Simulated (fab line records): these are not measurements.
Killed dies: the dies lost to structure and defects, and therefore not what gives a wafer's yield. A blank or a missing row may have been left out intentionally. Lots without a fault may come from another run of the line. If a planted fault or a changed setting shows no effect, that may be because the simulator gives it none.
The tool behind it: which one? ; flow sky130 ; 13 lots with 39 wafers sampled at 6 steps, on a route of 708 steps

== WHAT THE GAUGES SHOWED, per wafer ==
SKY_NWELL_THK_MEAS_02. Usual: NWELL_OXIDATION_THK gives 10.08 nm (standard deviation 0.19).
lot;measured;on;NWELL_OXIDATION_THK (nm);flag
L824;day 2 14:14;film_metro-03;10.18 9.95 10.06;
L825;day 2 17:28;film_metro-02;10.17 9.84 9.85;
L827;day 3 03:20;film_metro-03;9.64 10.06 9.78;
L828;day 3 12:56;film_metro-03;10.03 10.11 10.05;
L829;day 3 16:55;film_metro-02;10.10 10.12 10.01;
L830;day 3 20:11;film_metro-02;10.04 10.05 10.03;
L831;day 4 02:46;film_metro-03;9.79 9.89 9.87;
L834;day 4 14:25;film_metro-02;10.23 10.29 10.35;
L841;day 6 04:51;film_metro-02;10.47 10.54 10.54;
L843;day 6 18:02;film_metro-01;10.03 9.98 10.07;
L844;day 6 19:25;film_metro-02;10.04 10.04 10.19;
L845;day 6 22:26;film_metro-01;10.02 9.95 9.90;
L847;day 7 11:35;film_metro-03;9.91 9.99 9.94;

SKY_VT_ADJUST_LVTN_TW_MEAS_10. Usual: VT_ADJUST_LVTN_TW gives 241.7 (standard deviation 1.7).
lot;measured;on;VT_ADJUST_LVTN_TW;flag
L824;day 6 23:43;film_metro-01;241.0 241.7 241.1;
L825;day 7 03:00;film_metro-04;238.1 239.8 239.3;
L827;day 7 13:16;film_metro-04;238.2 240.1 239.7;
L828;day 8 05:21;film_metro-03;243.5 243.2 243.0;
L829;day 8 07:55;film_metro-04;239.0 236.6 237.3;
L830;day 8 11:28;film_metro-01;241.4 240.7 241.1;
L831;day 8 23:17;film_metro-01;242.9 243.2 242.8;
L834;day 9 12:40;film_metro-01;29.9 30.1 30.0;OFF
L841;day 11 10:20;film_metro-03;244.2 243.5 244.0;
L843;day 12 04:48;film_metro-03;243.9 241.8 242.5;
L844;day 12 07:39;film_metro-01;243.8 241.6 241.8;
L845;day 12 09:58;film_metro-01;241.7 243.3 240.6;
L847;day 13 04:00;film_metro-04;241.8 242.4 241.6;

SKY_VT_ADJUST_LVTN_OVL_MEAS_18. Usual: VT_ADJUST_LVTN_01_OVL gives -0.6 nm (standard deviation 1.5).
lot;measured;on;VT_ADJUST_LVTN_01_OVL (nm);flag
L824;day 7 18:29;overlay-02;2.3 1.1 0.0;
L825;day 7 22:06;overlay-02;-3.2 -3.7 -3.6;
L827;day 8 09:52;overlay-02;-2.0 -2.2 -2.6;
L828;day 9 01:44;overlay-02;0.7 0.4 -1.1;
L829;day 9 05:22;overlay-01;-1.7 -0.3 0.0;
L830;day 9 08:44;overlay-02;0.9 0.2 1.1;
L831;day 9 20:34;overlay-01;-0.6 -1.1 0.2;
L834;day 10 10:23;overlay-02;-1.1 -1.0 -1.0;
L841;day 12 10:38;overlay-02;1.0 -0.9 0.3;
L843;day 13 05:44;overlay-01;-3.1 -0.9 -2.0;
L844;day 13 08:37;overlay-01;0.9 2.6 0.6;
L845;day 13 11:08;overlay-01;1.5 3.2 0.6;
L847;day 14 04:29;overlay-02;-1.5 -2.1 -1.9;

SKY_VT_ADJUST_NCORE_OVL_MEAS_08. Usual: VT_ADJUST_NCORE_OVL gives 0.1 nm (standard deviation 1.4).
lot;measured;on;VT_ADJUST_NCORE_OVL (nm);flag
L824;day 8 15:32;overlay-01;0.8 0.7 -0.3;
L825;day 8 19:55;overlay-02;-0.6 1.0 1.5;
L827;day 9 08:17;overlay-01;-2.4 -1.0 -1.1;
L828;day 9 23:29;overlay-01;1.3 0.0 1.2;
L829;day 10 03:23;overlay-01;0.4 1.3 1.1;
L830;day 10 06:56;overlay-02;-0.5 -2.0 -0.2;
L831;day 10 18:20;overlay-01;0.6 0.6 1.3;
L834;day 11 09:48;overlay-02;-2.2 -2.0 -1.6;
L841;day 13 12:46;overlay-02;3.2 3.0 2.2;
L843;day 14 07:29;overlay-01;1.4 -0.4 -0.4;
L844;day 14 10:41;overlay-02;-0.9 -0.2 -0.8;
L845;day 14 13:30;overlay-02;-0.3 -2.8 1.1;
L847;day 15 06:44;overlay-01;-0.3 -1.6 -1.8;

== TOOL THAT RAN EACH LOT (tool first, then ch and the chambers of the sampled wafers, then the start) ==
lot;SKY_VT_ADJUST_HVTP_STRIP_10;SKY_VT_ADJUST_LVTN_STRIP_09
L824;plasma_asher-04 ch 0,1, day 6 04:46;plasma_asher-01 ch 0,1, day 6 23:36
L825;plasma_asher-03 ch 0,1, day 6 08:16;plasma_asher-03 ch 0,1, day 7 02:54
L827;plasma_asher-02 ch 0,1, day 6 19:05;plasma_asher-03 ch 0,1, day 7 13:10
L828;plasma_asher-02 ch 0,1, day 7 08:53;plasma_asher-02 ch 0,1, day 8 05:15
L829;plasma_asher-02 ch 0,1, day 7 11:23;plasma_asher-02 ch 0,1, day 8 07:48
L830;plasma_asher-03 ch 0,1, day 7 15:35;plasma_asher-02 ch 0,1, day 8 11:22
L831;plasma_asher-03 ch 0,1, day 7 23:53;plasma_asher-01 ch 0,1, day 8 23:11
L834;plasma_asher-04 ch 0,1, day 8 14:16;plasma_asher-02 ch 0,1, day 9 12:35
L841;plasma_asher-02 ch 0,1, day 10 11:01;plasma_asher-01 ch 0,1, day 11 10:14
L843;plasma_asher-04 ch 0,1, day 11 05:47;plasma_asher-01 ch 0,1, day 12 04:42
L844;plasma_asher-04 ch 0,1, day 11 07:16;plasma_asher-03 ch 0,1, day 12 07:33
L845;plasma_asher-02 ch 0,1, day 11 09:28;plasma_asher-01 ch 0,1, day 12 09:53
L847;plasma_asher-04 ch 0, day 12 02:22;plasma_asher-02 ch 0,1, day 13 03:54
- SKY_VT_ADJUST_HVTP_STRIP_10: strips in O2/N2.
- SKY_VT_ADJUST_LVTN_STRIP_09: strips in O2/N2.

== AS READ BY THE TOOLS THEMSELVES (means over the sampled wafers that have a number; for cases with no such wafer, the mark the record gives instead) ==
SKY_VT_ADJUST_HVTP_STRIP_10. Usual: drypump_motor_current_A 5.5 A, standard deviation 0.39; o2_flow_sccm 2999 sccm, standard deviation 8.8; oes_product_au 0.716 a.u., standard deviation 0.0046; strip_time_to_endpoint_s 14.18 s, standard deviation 0.036.
lot;tool;drypump_motor_current_A (A);o2_flow_sccm (sccm);oes_product_au (a.u.);strip_time_to_endpoint_s (s);flag
L824;plasma_asher-04;5.3;3006;0.719;14.22;
L825;plasma_asher-03;5.7;2994;0.717;14.20;
L827;plasma_asher-02;5.5;2996;0.716;14.20;
L828;plasma_asher-02;5.4;3000;0.716;14.21;
L829;plasma_asher-02;5.4;3008;0.716;14.13;
L830;plasma_asher-03;5.7;3001;0.719;14.19;
L831;plasma_asher-03;6.1;2992;0.714;14.19;
L834;plasma_asher-04;5.3;3003;0.941;-;OFF
L841;plasma_asher-02;5.5;2995;0.715;14.14;
L843;plasma_asher-04;5.3;3000;0.715;14.19;
L844;plasma_asher-04;5.3;3000;0.714;14.17;
L845;plasma_asher-02;5.5;2995;0.714;14.16;
L847;plasma_asher-04;5.3;3004;0.712;14.15;

SKY_VT_ADJUST_LVTN_STRIP_09. Usual: drypump_motor_current_A 5.7 A, standard deviation 0.48; o2_flow_sccm 3000 sccm, standard deviation 8.9; oes_product_au 0.723 a.u., standard deviation 0.0048; strip_time_to_endpoint_s 36.91 s, standard deviation 0.13.
lot;tool;drypump_motor_current_A (A);o2_flow_sccm (sccm);oes_product_au (a.u.);strip_time_to_endpoint_s (s);flag
L824;plasma_asher-01;6.2;2994;0.722;36.82;
L825;plasma_asher-03;6.1;2988;0.724;36.85;
L827;plasma_asher-03;5.7;2996;0.721;36.91;
L828;plasma_asher-02;5.5;3005;0.720;36.96;
L829;plasma_asher-02;5.5;3001;0.721;36.96;
L830;plasma_asher-02;5.5;2988;0.722;36.88;
L831;plasma_asher-01;6.2;2990;0.723;36.88;
L834;plasma_asher-02;5.4;2999;0.729;42.19;OFF
L841;plasma_asher-01;5.8;3011;0.722;36.97;
L843;plasma_asher-01;5.8;2997;0.720;37.10;
L844;plasma_asher-03;5.7;3008;0.724;37.07;
L845;plasma_asher-01;6.2;3013;0.724;37.12;
L847;plasma_asher-02;5.5;3000;0.718;36.99;

== THE ANSWER, worked out from the rows above alone ==
Rule: a lot is off if the mean of its wafers that have a number lies more than 3 standard deviations from the usual mean. Also off: a lot with no number at a reading for which 4 or more lots have one. Any other lot the step has rows for is counted as sound. Order of review: gauges by route order, followed by the tools' own readings, for which a lot's mean as printed above is used. At the first step where some lot is off, the reading lying furthest off is the one used; lots without a number count as furthest.
Off: L834, at SKY_VT_ADJUST_LVTN_TW_MEAS_10 (VT_ADJUST_LVTN_TW).
A tool fits if, at a process step before that reading, it ran every lot that is off, and no sound lot after the first of them. The gauges at SKY_VT_ADJUST_LVTN_TW_MEAS_10 aren't tried: what is off there is off at SKY_VT_ADJUST_HVTP_STRIP_10 too, on other tools, and a gauge's error can't cause that. Not one of the candidates tried fits.

== WHAT HAD BEEN PUT IN BY THE SIMULATOR ==
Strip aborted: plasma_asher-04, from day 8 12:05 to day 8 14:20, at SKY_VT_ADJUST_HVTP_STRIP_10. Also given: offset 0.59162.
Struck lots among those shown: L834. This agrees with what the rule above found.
